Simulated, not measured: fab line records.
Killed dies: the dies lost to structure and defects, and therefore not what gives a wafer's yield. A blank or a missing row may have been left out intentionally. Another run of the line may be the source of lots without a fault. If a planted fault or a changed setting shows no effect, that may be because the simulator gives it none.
fab line records ; flow sky130 ; part 2 of 2: steps 25 to 34 of 34
record lots=5; wafers=15; last-day=50
route steps=708 shown LDD_LDN@296 SPACER@304 POLY_CUT@307 SD_P@320
lots with no fault: from the same line, run without faults
start-h: start of the lot's first displayed wafer, in hours after the record's first day ; wait-h: how many hours have passed since the lot's step before this one ; " as in the row above ; L1.1+2: several wafers, shown together as one row ; - no value, or no start given ; * or withheld: withheld ; < > ~ a bound
route shown NAME@n: NAME is a module with steps in the file, n the number in the route of the first one ; usual: mean/standard deviation taken from wafers without a fault ; same: alike in all rows ; chamber/n: place in a boat ; sites: the reading at each site ; _std_site: the values' standard deviation ; _edge_site: outer sites' mean less inner sites' ; radius-mm: how far each site lies from the wafer's centre ; mask NAME#n: copy n ; behind: the most recent tool/chamber to have shaped the wafer ; hold: cause of the lot's hold/its duration in hours/its outcome ; device: transistor that didn't switch, given as n, p or np ; end of line: the tests these same wafers got at the end of their route ; for a step that has no rows: nothing shown but its recipe ; killed: at the first sort, the dies lost to defects and structure; wafer yield is something else ; map: a wafer's dies, marking killed ones x, the rest . and places with no die _
set.NAME: the setting that was run; set.NAME@STEP: the one run at that earlier step ; model.NAME: the simulator's own value behind a step, which no gauge read
lots at some steps of the route; a table a step, a row a wafer
services: the hour from which a tool's chamber was out of use, counted from the record's first day as start-h (under 0 if before that day), plus the number of hours and why
## steps
# step SKY_SD_P_DEHYDRATE_00
# recipe temp-c=200; time-s=60
# usual exhaust-pa=44.9/0.94; heater-power-total-W=160.38/0.13; plate-temp-C=200.01/0.16
lot.wafer;tool;chamber;start-h;wait-h;exhaust-pa;heater-power-total-W;plate-temp-C
L075.1;litho-track-01;0;582.26;14.6;45.0;160.55;200.07
L075.4;litho-track-01;0;582.26;14.6;44.6;160.27;200.16
L075.5;litho-track-01;0;582.26;14.6;45.7;160.22;200.36
L076.3;litho-track-03;0;597.35;13.8;45.2;160.18;200.05
L076.4;litho-track-03;0;597.35;13.8;44.4;160.12;199.78
L076.5;litho-track-03;0;597.35;13.8;45.3;160.45;199.97
L083.2;litho-track-03;0;656.33;13.3;46.6;160.35;200.03
L083.4;litho-track-03;0;656.33;13.3;46.2;160.43;200.01
L083.5;litho-track-03;0;656.33;13.3;45.4;160.52;200.03
L084.1;litho-track-04;0;664.57;13.3;46.2;160.35;200.27
L084.3;litho-track-04;0;664.57;13.3;44.5;160.38;200.05
L084.4;litho-track-04;0;664.57;13.3;44.7;160.40;200.11
L096.1;litho-track-03;0;747.55;12.4;44.6;160.12;199.84
L096.2;litho-track-03;0;747.55;12.4;45.7;160.60;199.88
L096.6;litho-track-03;0;747.55;12.4;46.0;160.35;200.04
# step SKY_SD_P_HMDS_01
# recipe prime-time-s=60; prime-temp-c=120
# usual exhaust-pa=44.8/0.8
# same prime-time-s=60
lot.wafer;tool;chamber;start-h;wait-h;exhaust-pa
L075.1;litho-track-01;0;582.41;0.1;44.2
L075.4;litho-track-01;0;582.41;0.1;45.8
L075.5;litho-track-01;0;582.41;0.1;45.0
L076.3;litho-track-03;0;597.50;0.1;44.9
L076.4;litho-track-03;0;597.50;0.1;45.1
L076.5;litho-track-03;0;597.50;0.1;43.9
L083.2;litho-track-03;0;656.48;0.1;46.9
L083.4;litho-track-03;0;656.48;0.1;45.2
L083.5;litho-track-03;0;656.48;0.1;45.3
L084.1;litho-track-04;0;664.72;0.1;45.0
L084.3;litho-track-04;0;664.72;0.1;45.1
L084.4;litho-track-04;0;664.72;0.1;43.8
L096.1;litho-track-03;0;747.70;0.1;45.2
L096.2;litho-track-03;0;747.70;0.1;46.4
L096.6;litho-track-03;0;747.70;0.1;46.1
# step SKY_SD_P_COAT_02
# recipe resist=NOVOLAK; spin-rpm=3000; resist-thk-nm=1140
# usual exhaust-pa=44.9/0.88
lot.wafer;tool;chamber;start-h;wait-h;exhaust-pa
L075.1;litho-track-01;0;582.56;0.1;45.5
L075.4;litho-track-01;0;582.56;0.1;44.8
L075.5;litho-track-01;0;582.56;0.1;45.0
L076.3;litho-track-03;0;597.65;0.1;45.4
L076.4;litho-track-03;0;597.65;0.1;44.9
L076.5;litho-track-03;0;597.65;0.1;46.0
L083.2;litho-track-03;0;656.63;0.1;45.5
L083.4;litho-track-03;0;656.63;0.1;46.3
L083.5;litho-track-03;0;656.63;0.1;46.3
L084.1;litho-track-04;0;664.87;0.1;44.8
L084.3;litho-track-04;0;664.87;0.1;44.2
L084.4;litho-track-04;0;664.87;0.1;44.2
L096.1;litho-track-03;0;747.85;0.1;45.6
L096.2;litho-track-03;0;747.85;0.1;44.0
L096.6;litho-track-03;0;747.85;0.1;43.9
# step SKY_SD_P_SOFTBAKE_03
# recipe temp-c=90; time-s=60; resist=NOVOLAK
# usual exhaust-pa=45.1/0.79; heater-power-total-W=56.59/0.044; plate-temp-C=90.01/0.12
lot.wafer;tool;chamber;start-h;wait-h;exhaust-pa;heater-power-total-W;plate-temp-C
L075.1;litho-track-01;0;582.71;0.1;44.8;56.53;89.85
L075.4;litho-track-01;0;582.71;0.1;45.7;56.61;90.11
L075.5;litho-track-01;0;582.71;0.1;44.6;56.56;90.02
L076.3;litho-track-03;0;597.80;0.1;43.9;56.61;89.92
L076.4;litho-track-03;0;597.80;0.1;45.0;56.52;89.90
L076.5;litho-track-03;0;597.80;0.1;45.0;56.59;90.03
L083.2;litho-track-03;0;656.78;0.1;44.1;56.60;89.97
L083.4;litho-track-03;0;656.78;0.1;45.1;56.53;89.84
L083.5;litho-track-03;0;656.78;0.1;44.6;56.62;89.93
L084.1;litho-track-04;0;665.02;0.1;45.3;56.58;90.09
L084.3;litho-track-04;0;665.02;0.1;44.9;56.54;90.05
L084.4;litho-track-04;0;665.02;0.1;45.5;56.66;89.93
L096.1;litho-track-03;0;748.00;0.1;45.7;56.54;90.06
L096.2;litho-track-03;0;748.00;0.1;45.4;56.63;89.95
L096.6;litho-track-03;0;748.00;0.1;45.2;56.58;89.96
# step SKY_SD_P_EXPOSE_04
# recipe mask-id=PSDM; na=0.6; source-shape=conventional; sigma-outer=0.6; polarization=unpolarized; target-cd-nm=380; dose-mj=138
lot.wafer;tool;chamber;start-h;wait-h;mask
L075.1+4+5;iline-stepper-01;0;-;-;PSDM#0
L076.3+4+5;iline-stepper-02;0;-;-;PSDM#0
L083.2+4+5;iline-stepper-02;0;-;-;PSDM#0
L084.1+3+4;iline-stepper-02;0;-;-;PSDM#0
L096.1+2+6;iline-stepper-02;0;-;-;PSDM#0
# step SKY_SD_P_PEB_05
# recipe temp-c=withheld; time-s=*; resist=NOVOLAK
# usual exhaust-pa=45.0/0.82
lot.wafer;tool;chamber;start-h;wait-h;exhaust-pa
L075.1;litho-track-01;0;-;-;45.6
L075.4;litho-track-01;0;-;-;43.7
L075.5;litho-track-01;0;-;-;45.3
L076.3;litho-track-03;0;-;-;43.7
L076.4;litho-track-03;0;-;-;46.1
L076.5;litho-track-03;0;-;-;43.9
L083.2;litho-track-03;0;-;-;45.0
L083.4;litho-track-03;0;-;-;43.8
L083.5;litho-track-03;0;-;-;46.8
L084.1;litho-track-04;0;-;-;45.2
L084.3;litho-track-04;0;-;-;45.6
L084.4;litho-track-04;0;-;-;45.7
L096.1;litho-track-04;0;-;-;44.7
L096.2;litho-track-04;0;-;-;45.7
L096.6;litho-track-04;0;-;-;45.8
# step SKY_SD_P_DEVELOP_06
# recipe resist=NOVOLAK; developer=TMAH; develop-time-s=60; dev-temp-c=23
# usual exhaust-pa=44.9/0.8
lot.wafer;tool;chamber;start-h;wait-h;exhaust-pa
L075.1;litho-track-01;0;596.56;0.1;46.0
L075.4;litho-track-01;0;596.56;0.1;44.4
L075.5;litho-track-01;0;596.56;0.1;45.0
L076.3;litho-track-03;0;612.55;0.1;44.8
L076.4;litho-track-03;0;612.55;0.1;45.1
L076.5;litho-track-03;0;612.55;0.1;45.7
L083.2;litho-track-03;0;671.28;0.1;44.9
L083.4;litho-track-03;0;671.28;0.1;43.8
L083.5;litho-track-03;0;671.28;0.1;44.9
L084.1;litho-track-04;0;678.27;0.1;44.1
L084.3;litho-track-04;0;678.27;0.1;44.7
L084.4;litho-track-04;0;678.27;0.1;44.5
L096.1;litho-track-04;0;761.47;0.1;45.7
L096.2;litho-track-04;0;761.47;0.1;45.2
L096.6;litho-track-04;0;761.47;0.1;46.2
# step SKY_SD_P_CD_MEAS_07
# recipe target-cd-nm=380
# usual cd-nm=379.6/2.8
lot.wafer;tool;chamber;start-h;wait-h;cd-nm
L075.1;cd-sem-02;-;596.71;0.1;377.8
L075.4;cd-sem-02;-;596.71;0.1;379.9
L075.5;cd-sem-02;-;596.71;0.1;377.5
L076.3;cd-sem-01;-;612.72;0.1;377.3
L076.4;cd-sem-01;-;612.72;0.1;379.2
L076.5;cd-sem-01;-;612.72;0.1;377.7
L083.2;cd-sem-02;-;671.42;0.1;381.9
L083.4;cd-sem-02;-;671.42;0.1;381.8
L083.5;cd-sem-02;-;671.42;0.1;381.3
L084.1;cd-sem-01;-;678.43;0.1;378.4
L084.3;cd-sem-01;-;678.43;0.1;381.5
L084.4;cd-sem-01;-;678.43;0.1;379.3
L096.1;cd-sem-01;-;761.62;0.1;378.4
L096.2;cd-sem-01;-;761.62;0.1;378.6
L096.6;cd-sem-01;-;761.62;0.1;380.5
# step SKY_SD_P_OVL_MEAS_08
# usual SD_P_OVL=-0.4/1.3
lot.wafer;tool;chamber;start-h;wait-h;SD_P_OVL[nm]
L075.1;overlay-01;-;596.83;0.1;-2.4
L075.4;overlay-01;-;596.83;0.1;-1.4
L075.5;overlay-01;-;596.83;0.1;-0.4
L076.3;overlay-02;-;612.81;0.1;0.2
L076.4;overlay-02;-;612.81;0.1;0.6
L076.5;overlay-02;-;612.81;0.1;-0.4
L083.2;overlay-02;-;671.53;0.1;2.2
L083.4;overlay-02;-;671.53;0.1;-0.2
L083.5;overlay-02;-;671.53;0.1;0.0
L084.1;overlay-02;-;678.55;0.1;0.0
L084.3;overlay-02;-;678.55;0.1;0.4
L084.4;overlay-02;-;678.55;0.1;0.4
L096.1;overlay-01;-;761.74;0.1;-0.6
L096.2;overlay-01;-;761.74;0.1;-2.2
L096.6;overlay-01;-;761.74;0.1;-1.6
# step SKY_SD_P_IMPLANT_09
# recipe species=BF2; energy-kev=20; dose-cm2=3e+15; tilt-deg=0
lot.wafer;tool;chamber;start-h;wait-h
L075.1+4+5;implanter-03;0;596.86;0.0
L076.3+4+5;implanter-02;0;612.88;0.1
L083.2+4+5;implanter-02;0;671.58;0.0
L084.1+3+4;implanter-03;0;678.59;0.0
L096.1+2+6;implanter-01;0;761.78;0.0
## services
tool;chamber;start-h;hours;kind
lpcvd-02;-;520.54;0.8;repair
implanter-03;-;522.86;3.1;pm
implanter-04;-;523.48;4.8;repair
implanter-01;-;548.72;3.2;repair
implanter-01;-;554.64;0.9;repair
implanter-03;-;558.99;8.2;repair
implanter-01;-;566.78;1.1;repair
implanter-04;-;569.66;3.0;pm
implanter-03;-;569.94;11.3;pm
implanter-01;-;590.88;2.7;repair
implanter-01;-;612.88;2.7;repair
implanter-03;-;623.37;1.1;repair
implanter-04;-;628.73;8.6;repair
rie-diel-03;1;632.79;7.3;repair
rie-diel-01;0;647.47;5.7;repair
rie-diel-01;-;649.18;14.6;pm
implanter-01;-;662.89;1.2;repair
implanter-01;-;664.40;3.0;pm
rie-diel-01;1;677.45;1.8;repair
rie-diel-01;3;680.36;6.8;repair
rie-diel-03;1;685.36;4.6;repair
implanter-03;-;731.40;0.9;repair
rie-diel-03;2;748.33;9.4;repair
rie-diel-03;1;757.19;3.6;repair
